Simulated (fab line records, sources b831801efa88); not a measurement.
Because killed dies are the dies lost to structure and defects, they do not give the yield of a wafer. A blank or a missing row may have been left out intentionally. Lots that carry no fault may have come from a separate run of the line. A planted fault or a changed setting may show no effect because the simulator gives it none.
fab line records ; flow sky130
[record] lots = 13; wafers = 39; last-day = 50
route steps=708 shown SONOS_TUNNEL@161 GATE_OXIDE@189 LDD_HVN@275 POLY_CUT@315 PAD_OPEN@708
lots that met no fault: from a run of the same line without faults
start-h: hours from the record's first day to the start of the lot's first wafer shown ; wait-h: time in hours since the lot's previous step ; " the same as in the row above ; L1.1+2: one row covering several wafers at once ; - no value, or no start given ; * or withheld: withheld ; < > ~ a bound
route shown NAME@n: a module of which the file shows steps, and the number in the route of the first ; usual: mean/standard deviation taken from wafers without a fault ; same: alike in all rows ; chamber/n: place in a boat ; sites: the reading at each site ; _std_site: the values' standard deviation ; _edge_site: mean of outer sites minus mean of inner sites ; radius-mm: for every site, how far away it sits from the centre of the wafer ; mask NAME#n: copy n ; behind: the most recent tool/chamber to have shaped the wafer ; hold: what put the lot on hold/how long, in hours/how the hold closed ; device: names the non-switching transistor (n, p or np) ; end of line: the same wafers' tests at the end of the route ; a step given without rows: its recipe and nothing more ; killed: count of dies lost to structure and defects at first sort (not the wafer's yield) ; map: the dies of a wafer, with x for killed, . for not killed, _ for no die there
set.NAME: the run value of the setting; set.NAME@STEP: its run value at that earlier step ; model.NAME: the simulator's own value behind a step, which no gauge read
one table for each step of the route and one row for each wafer, over a sample of lots
services: a tool's chamber out of use, with start hour (start-h, from the record's first day; less than 0 if before it), hours out, and reason
[[steps]]
[step SKY_SONOS_TUNNEL_CD_MEAS_07]
[recipe] target-cd-nm = 410
[usual] cd-nm = 409.3/2.3
lot.wafer;tool;chamber;start-h;wait-h;cd-nm
L256.1;cd-sem-01;-;250.17;0.1;411.9
L256.2;cd-sem-01;-;250.17;0.1;413.6
L256.3;cd-sem-01;-;250.17;0.1;410.4
L257.3;cd-sem-01;-;260.26;0.1;410.3
L257.4;cd-sem-01;-;260.26;0.1;410.8
L257.5;cd-sem-01;-;260.26;0.1;410.7
L258.1;cd-sem-01;-;267.32;0.1;411.8
L258.2;cd-sem-01;-;267.32;0.1;411.3
L258.4;cd-sem-01;-;267.32;0.1;412.8
L259.4;cd-sem-02;-;276.87;0.1;412.7
L259.5;cd-sem-02;-;276.87;0.1;412.4
L259.6;cd-sem-02;-;276.87;0.1;411.3
L260.1;cd-sem-01;-;285.72;0.1;407.7
L260.2;cd-sem-01;-;285.72;0.1;407.8
L260.4;cd-sem-01;-;285.72;0.1;407.8
L261.2;cd-sem-01;-;297.78;0.1;409.4
L261.4;cd-sem-01;-;297.78;0.1;410.5
L261.6;cd-sem-01;-;297.78;0.1;409.4
L262.1;cd-sem-01;-;299.62;0.1;407.6
L262.3;cd-sem-01;-;299.62;0.1;407.4
L262.4;cd-sem-01;-;299.62;0.1;406.0
L263.2;cd-sem-01;-;310.84;0.1;410.6
L263.5;cd-sem-01;-;310.84;0.1;409.7
L263.6;cd-sem-01;-;310.84;0.1;409.4
L264.2;cd-sem-01;-;316.49;0.1;411.0
L264.3;cd-sem-01;-;316.49;0.1;412.4
L264.6;cd-sem-01;-;316.49;0.1;409.9
L273.2;cd-sem-02;-;387.99;0.1;406.2
L273.4;cd-sem-02;-;387.99;0.1;407.1
L273.5;cd-sem-02;-;387.99;0.1;409.0
L274.1;cd-sem-01;-;395.82;0.1;406.9
L274.2;cd-sem-01;-;395.82;0.1;405.3
L274.4;cd-sem-01;-;395.82;0.1;409.0
L277.1;cd-sem-01;-;417.32;0.1;410.1
L277.2;cd-sem-01;-;417.32;0.1;409.5
L277.3;cd-sem-01;-;417.32;0.1;407.2
L279.3;cd-sem-02;-;435.36;0.1;409.5
L279.4;cd-sem-02;-;435.36;0.1;407.7
L279.5;cd-sem-02;-;435.36;0.1;408.9
[step SKY_GATE_OXIDE_THK_MEAS_02]
[recipe] reads = SiO2_of_GATE_OXIDE_OXIDATION_01
[usual] GATE_OXIDE_OXIDATION_00_THK = 10.27/0.19
lot.wafer;tool;chamber;start-h;wait-h;GATE_OXIDE_OXIDATION_00_THK[nm]
L256.1;film-metro-02;-;283.12;0.0;10.38
L256.2;film-metro-02;-;283.12;0.0;10.37
L256.3;film-metro-02;-;283.12;0.0;10.19
L257.3;film-metro-03;-;294.28;0.0;10.27
L257.4;film-metro-03;-;294.28;0.0;10.02
L257.5;film-metro-03;-;294.28;0.0;9.83
L258.1;film-metro-01;-;306.45;0.0;10.13
L258.2;film-metro-01;-;306.45;0.0;10.18
L258.4;film-metro-01;-;306.45;0.0;10.04
L259.4;film-metro-03;-;310.75;0.0;10.35
L259.5;film-metro-03;-;310.75;0.0;10.38
L259.6;film-metro-03;-;310.75;0.0;10.16
L260.1;film-metro-01;-;319.88;0.0;10.13
L260.2;film-metro-01;-;319.88;0.0;10.22
L260.4;film-metro-01;-;319.88;0.0;10.05
L261.2;film-metro-01;-;331.16;0.0;10.23
L261.4;film-metro-01;-;331.16;0.0;10.03
L261.6;film-metro-01;-;331.16;0.0;10.17
L262.1;film-metro-02;-;335.52;0.0;10.00
L262.3;film-metro-02;-;335.52;0.0;10.07
L262.4;film-metro-02;-;335.52;0.0;10.17
L263.2;film-metro-02;-;349.01;0.0;10.27
L263.5;film-metro-02;-;349.01;0.0;10.36
L263.6;film-metro-02;-;349.01;0.0;10.22
L264.2;film-metro-02;-;355.99;0.0;10.39
L264.3;film-metro-02;-;355.99;0.0;10.16
L264.6;film-metro-02;-;355.99;0.0;10.08
L273.2;film-metro-03;-;427.82;0.0;10.37
L273.4;film-metro-03;-;427.82;0.0;10.37
L273.5;film-metro-03;-;427.82;0.0;10.56
L274.1;film-metro-03;-;435.59;0.0;10.22
L274.2;film-metro-03;-;435.59;0.0;10.38
L274.4;film-metro-03;-;435.59;0.0;10.32
L277.1;film-metro-02;-;456.25;0.0;10.08
L277.2;film-metro-02;-;456.25;0.0;9.88
L277.3;film-metro-02;-;456.25;0.0;10.03
L279.3;film-metro-01;-;473.83;0.0;10.30
L279.4;film-metro-01;-;473.83;0.0;10.38
L279.5;film-metro-01;-;473.83;0.0;10.17
[step SKY_LDD_HVN_IMPLANT_08]
[recipe] species = P; energy-kev = 60; dose-cm2 = 2.957e+13; tilt-deg = 40
[usual] beam-energy-keV = 60.001/0.018; tilt-deg = 39.998/0.022
lot.wafer;tool;chamber;start-h;wait-h;beam-energy-keV;tilt-deg
L256.1;implanter-01;0;465.39;0.0;60.015;39.997
L256.2;implanter-01;0;465.39;0.0;60.030;40.011
L256.3;implanter-01;0;465.39;0.0;60.036;40.001
L257.3;implanter-03;0;479.86;0.1;60.026;39.934
L257.4;implanter-03;0;479.86;0.1;60.029;39.997
L257.5;implanter-03;0;479.86;0.1;59.986;40.005
L258.1;implanter-04;0;491.21;0.0;60.015;40.003
L258.2;implanter-04;0;491.21;0.0;60.007;39.989
L258.4;implanter-04;0;491.21;0.0;60.011;39.996
L259.4;implanter-03;0;497.17;0.1;60.007;40.005
L259.5;implanter-03;0;497.17;0.1;60.011;40.013
L259.6;implanter-03;0;497.17;0.1;59.993;40.020
L260.1;implanter-03;0;507.36;0.0;60.011;39.994
L260.2;implanter-03;0;507.36;0.0;60.020;39.974
L260.4;implanter-03;0;507.36;0.0;60.040;39.989
L261.2;implanter-01;0;518.37;0.0;59.997;39.981
L261.4;implanter-01;0;518.37;0.0;60.006;39.987
L261.6;implanter-01;0;518.37;0.0;60.018;39.955
L262.1;implanter-03;0;522.95;0.0;60.007;39.976
L262.3;implanter-03;0;522.95;0.0;59.980;39.996
L262.4;implanter-03;0;522.95;0.0;60.001;39.970
L263.2;implanter-03;0;537.67;0.0;59.970;40.010
L263.5;implanter-03;0;537.67;0.0;59.987;40.023
L263.6;implanter-03;0;537.67;0.0;60.027;39.997
L264.2;implanter-03;0;550.74;0.1;59.998;39.983
L264.3;implanter-03;0;550.74;0.1;59.983;39.985
L264.6;implanter-03;0;550.74;0.1;60.021;39.976
L273.2;implanter-04;0;617.42;0.0;64.267;40.019
L273.4;implanter-04;0;617.42;0.0;64.276;40.025
L273.5;implanter-04;0;617.42;0.0;64.263;39.992
L274.1;implanter-04;0;623.40;0.0;64.280;39.978
L274.2;implanter-04;0;623.40;0.0;64.246;40.017
L274.4;implanter-04;0;623.40;0.0;64.265;40.026
L277.1;implanter-03;0;645.49;0.0;60.002;40.006
L277.2;implanter-03;0;645.49;0.0;60.002;40.004
L277.3;implanter-03;0;645.49;0.0;59.970;40.029
L279.3;implanter-03;0;661.85;0.1;59.983;39.999
L279.4;implanter-03;0;661.85;0.1;59.967;39.951
L279.5;implanter-03;0;661.85;0.1;59.982;39.975
[step SKY_LDD_HVN_TW_MEAS_10]
[usual] LDD_HVN_TW = 1437/7
lot.wafer;tool;chamber;start-h;wait-h;LDD_HVN_TW
L256.1;film-metro-04;-;465.64;0.1;1434
L256.2;film-metro-04;-;465.64;0.1;1432
L256.3;film-metro-04;-;465.64;0.1;1439
L257.3;film-metro-04;-;480.08;0.1;1438
L257.4;film-metro-04;-;480.08;0.1;1432
L257.5;film-metro-04;-;480.08;0.1;1432
L258.1;film-metro-04;-;491.46;0.1;1438
L258.2;film-metro-04;-;491.46;0.1;1439
L258.4;film-metro-04;-;491.46;0.1;1439
L259.4;film-metro-01;-;497.38;0.1;1447
L259.5;film-metro-01;-;497.38;0.1;1450
L259.6;film-metro-01;-;497.38;0.1;1447
L260.1;film-metro-02;-;507.61;0.1;1433
L260.2;film-metro-02;-;507.61;0.1;1428
L260.4;film-metro-02;-;507.61;0.1;1425
L261.2;film-metro-02;-;518.61;0.1;1426
L261.4;film-metro-02;-;518.61;0.1;1433
L261.6;film-metro-02;-;518.61;0.1;1424
L262.1;film-metro-02;-;523.20;0.1;1423
L262.3;film-metro-02;-;523.20;0.1;1430
L262.4;film-metro-02;-;523.20;0.1;1428
L263.2;film-metro-02;-;537.91;0.1;1438
L263.5;film-metro-02;-;537.91;0.1;1424
L263.6;film-metro-02;-;537.91;0.1;1418
L264.2;film-metro-04;-;550.97;0.1;1439
L264.3;film-metro-04;-;550.97;0.1;1433
L264.6;film-metro-04;-;550.97;0.1;1440
L273.2;film-metro-04;-;617.66;0.1;1471
L273.4;film-metro-04;-;617.66;0.1;1467
L273.5;film-metro-04;-;617.66;0.1;1460
L274.1;film-metro-02;-;623.65;0.1;1460
L274.2;film-metro-02;-;623.65;0.1;1464
L274.4;film-metro-02;-;623.65;0.1;1465
L277.1;film-metro-02;-;645.74;0.1;1431
L277.2;film-metro-02;-;645.74;0.1;1445
L277.3;film-metro-02;-;645.74;0.1;1443
L279.3;film-metro-02;-;662.07;0.1;1434
L279.4;film-metro-02;-;662.07;0.1;1433
L279.5;film-metro-02;-;662.07;0.1;1440
[step SKY_POLY_CUT_CD_MEAS_08]
[recipe] target-cd-nm = 270
[usual] cd-nm = 269.9/1.7
lot.wafer;tool;chamber;start-h;wait-h;cd-nm
L256.1;cd-sem-02;-;558.62;-;270.3
L256.2;cd-sem-02;-;558.62;-;270.0
L256.3;cd-sem-02;-;558.62;-;268.1
L257.3;cd-sem-01;-;581.96;-;268.1
L257.4;cd-sem-01;-;581.96;-;267.9
L257.5;cd-sem-01;-;581.96;-;269.2
L258.1;cd-sem-02;-;586.07;-;271.0
L258.2;cd-sem-02;-;586.07;-;269.0
L258.4;cd-sem-02;-;586.07;-;268.0
L259.4;cd-sem-01;-;590.32;-;269.0
L259.5;cd-sem-01;-;590.32;-;270.5
L259.6;cd-sem-01;-;590.32;-;268.9
L260.1;cd-sem-02;-;600.77;-;269.2
L260.2;cd-sem-02;-;600.77;-;270.6
L260.4;cd-sem-02;-;600.77;-;268.2
L261.2;cd-sem-02;-;611.99;-;270.9
L261.4;cd-sem-02;-;611.99;-;269.9
L261.6;cd-sem-02;-;611.99;-;269.6
L262.1;cd-sem-02;-;613.92;-;272.6
L262.3;cd-sem-02;-;613.92;-;272.3
L262.4;cd-sem-02;-;613.92;-;273.1
L263.2;cd-sem-01;-;627.49;-;268.7
L263.5;cd-sem-01;-;627.49;-;269.0
L263.6;cd-sem-01;-;627.49;-;269.3
L264.2;cd-sem-01;-;640.49;-;270.4
L264.3;cd-sem-01;-;640.49;-;270.1
L264.6;cd-sem-01;-;640.49;-;270.4
L273.2;cd-sem-01;-;706.58;-;269.7
L273.4;cd-sem-01;-;706.58;-;267.6
L273.5;cd-sem-01;-;706.58;-;268.0
L274.1;cd-sem-01;-;710.91;-;271.8
L274.2;cd-sem-01;-;710.91;-;272.6
L274.4;cd-sem-01;-;710.91;-;272.7
L277.1;cd-sem-01;-;731.22;-;266.6
L277.2;cd-sem-01;-;731.22;-;267.4
L277.3;cd-sem-01;-;731.22;-;268.6
L279.3;cd-sem-02;-;746.56;-;270.7
L279.4;cd-sem-02;-;746.56;-;270.2
L279.5;cd-sem-02;-;746.56;-;269.4
[step SKY_PAD_OPEN_PROBE_99]
[usual] killed_at_M0_to_M3 = 42/7.2; killed_at_M4_up = 3.5/1.8; killed-at-contacts = 25/5.7; killed-at-front-end = 16/4.6; killed-at-other = 0.2/0.41; killed-dies = 86/9.3; killed-on-rim = 17/3.9; killed-open = 47/6.3; killed-short = 39/5.9
[same] gross-dies = 492; killed-at-back-side = 0
lot.wafer;tool;chamber;start-h;wait-h;killed_at_M0_to_M3;killed_at_M4_up;killed-at-contacts;killed-at-front-end;killed-at-other;killed-dies;killed-on-rim;killed-open;killed-short
L258.1;prober-02;-;1097.32;0.1;42;3;32;18;0;95;16;51;44
L258.2;prober-02;-;1097.37;0.1;43;6;42;13;0;104;26;57;47
L258.4;prober-02;-;1097.47;0.2;41;3;27;16;0;87;13;49;38
L259.4;prober-02;-;1101.24;0.2;44;5;18;13;0;80;14;43;37
L259.5;prober-02;-;1101.29;0.2;33;1;21;13;0;68;11;40;28
L259.6;prober-02;-;1101.34;0.2;35;4;20;15;0;74;18;42;32
L273.2;prober-02;-;1176.98;0.1;45;4;27;17;0;93;18;58;35
L273.4;prober-02;-;1177.08;0.2;53;3;24;15;0;95;19;52;43
L273.5;prober-02;-;1177.13;0.2;48;4;24;19;0;95;23;59;36
L274.1;prober-01;-;1182.02;0.1;36;1;23;18;1;79;12;46;33
L274.2;prober-01;-;1182.07;0.1;29;2;41;16;1;89;13;47;42
L274.4;prober-01;-;1182.17;0.2;38;1;30;15;0;84;11;42;42
// killed by level:class
L258.1 CONTACT:geometric-particle:open=13 VIA1:geometric-particle:open=10 CONTACT:geometric-particle:short=9 METAL2:geometric-particle:short=8 FIELD_ISO:geometric-particle:open=7 LOCAL_INTERCONNECT:geometric-particle:short=6 VIA2:geometric-particle:open=6 VIA1:geometric-particle:short=5
L258.2 CONTACT:geometric-particle:open=24 METAL2:geometric-particle:short=9 VIA3:geometric-particle:open=7 LOCAL_INTERCONNECT:geometric-particle:short=7 METAL4:geometric-particle:short=6 POLY_GATE:geometric-particle:open=5 CONTACT:geometric-particle:short=5 METAL3:geometric-particle:short=5
L258.4 CONTACT:geometric-particle:open=10 VIA1:geometric-particle:open=10 VIA3:geometric-particle:open=7 CONTACT:geometric-particle:short=5 METAL2:geometric-particle:short=5 METAL3:geometric-particle:short=5 POLY_GATE:geometric-particle:open=4 LI_CONTACT:geometric-particle:open=4
L259.4 VIA1:geometric-particle:open=11 VIA1:geometric-particle:short=7 VIA2:geometric-particle:open=7 CONTACT:geometric-particle:open=6 CONTACT:geometric-particle:short=5 LI_CONTACT:geometric-particle:open=4 METAL2:geometric-particle:short=4 VIA2:geometric-particle:short=4
L259.5 CONTACT:geometric-particle:open=10 VIA2:geometric-particle:open=7 METAL1:geometric-particle:short=5 VIA1:geometric-particle:open=5 METAL2:geometric-particle:short=5 FIELD_ISO:geometric-particle:open=4 POLY_GATE:geometric-particle:open=4 LOCAL_INTERCONNECT:geometric-particle:short=4
L259.6 VIA1:geometric-particle:open=8 CONTACT:geometric-particle:open=7 LI_CONTACT:geometric-particle:open=6 METAL1:geometric-particle:short=6 FIELD_ISO:geometric-particle:open=5 VIA2:geometric-particle:open=5 FIELD_ISO:geometric-particle:short=4 VIA1:geometric-particle:short=4
L273.2 CONTACT:geometric-particle:open=12 VIA1:geometric-particle:open=12 VIA2:geometric-particle:open=9 VIA3:geometric-particle:open=7 METAL2:geometric-particle:short=6 METAL1:geometric-particle:short=6 POLY_GATE:geometric-particle:open=5 FIELD_ISO:geometric-particle:open=4
L273.4 VIA1:geometric-particle:open=14 CONTACT:geometric-particle:open=8 METAL2:geometric-particle:short=7 VIA3:geometric-particle:open=7 POLY_GATE:geometric-particle:open=5 LI_CONTACT:geometric-particle:open=5 CONTACT:geometric-particle:short=5 VIA3:geometric-particle:short=5
L273.5 CONTACT:geometric-particle:open=10 VIA2:geometric-particle:open=8 VIA1:geometric-particle:open=8 VIA3:geometric-particle:open=8 LI_CONTACT:geometric-particle:open=7 FIELD_ISO:geometric-particle:open=6 METAL1:geometric-particle:short=6 VIA3:geometric-particle:short=6
L274.1 CONTACT:geometric-particle:open=10 VIA1:geometric-particle:open=8 VIA2:geometric-particle:open=8 VIA1:geometric-particle:short=7 LOCAL_INTERCONNECT:geometric-particle:short=5 METAL2:geometric-particle:short=5 FIELD_ISO:geometric-particle:short=4 POLY_GATE:geometric-particle:open=4
L274.2 LI_CONTACT:geometric-particle:open=12 LI_CONTACT:geometric-particle:short=8 CONTACT:geometric-particle:short=8 FIELD_ISO:geometric-particle:open=7 CONTACT:geometric-particle:open=6 VIA1:geometric-particle:open=6 VIA3:geometric-particle:open=6 LOCAL_INTERCONNECT:geometric-particle:short=5
L274.4 LI_CONTACT:geometric-particle:open=9 VIA1:geometric-particle:open=9 LOCAL_INTERCONNECT:geometric-particle:short=8 CONTACT:geometric-particle:open=8 VIA1:geometric-particle:short=7 VIA3:geometric-particle:open=6 METAL2:geometric-particle:short=5 FIELD_ISO:geometric-particle:short=4
[[services]]
tool;chamber;start-h;hours;kind
implanter-03;-;443.94;2.1;repair
implanter-04;-;475.84;3.1;pm
implanter-03;-;485.52;2.2;repair
implanter-03;-;488.03;5.3;repair
implanter-03;-;512.14;2.9;repair
implanter-03;-;546.38;0.9;repair
implanter-03;-;557.73;1.8;repair
implanter-01;-;570.87;5.2;repair
implanter-03;-;573.77;2.0;repair
implanter-04;-;574.46;1.0;repair
implanter-01;-;577.88;3.2;pm
implanter-03;-;615.42;5.5;pm
implanter-03;-;657.58;2.4;repair
[[key]]
[first-sign] step = SKY_LDD_HVN_IMPLANT_08; reading = beam-energy-keV; direction = up; sigmas = 99+; usual = *; struck = *
[effect] step = SKY_LDD_HVN_TW_MEAS_10; reading = LDD_HVN_TW; direction = up; sigmas = 3.9; usual = 1437; struck = 1465
met-at SKY_LDD_HVN_IMPLANT_08
struck-lots L273,L274
tester-left-out L273,L274
not-acting-at SKY_SONOS_TUNNEL_CD_MEAS_07,SKY_GATE_OXIDE_THK_MEAS_02,SKY_POLY_CUT_CD_MEAS_08
onset-between 491.21 617.42
[fault] kind = process-parameter-drift; tool = implanter-04; chamber = -; onset-h = 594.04; steps = SKY_LDD_HVN_IMPLANT_08; channel = energy-kev; offset = *; shape = step; end-h = 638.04; acts-in = *; stated = *
// tester-left-out: of these lots the tester's yield and bins aren't shown, on N5 and GAA mostly nor the transistor test; their killed dies are dies lost to structure and defects alone, not to doping, threshold or leakage, so they don't give the yield
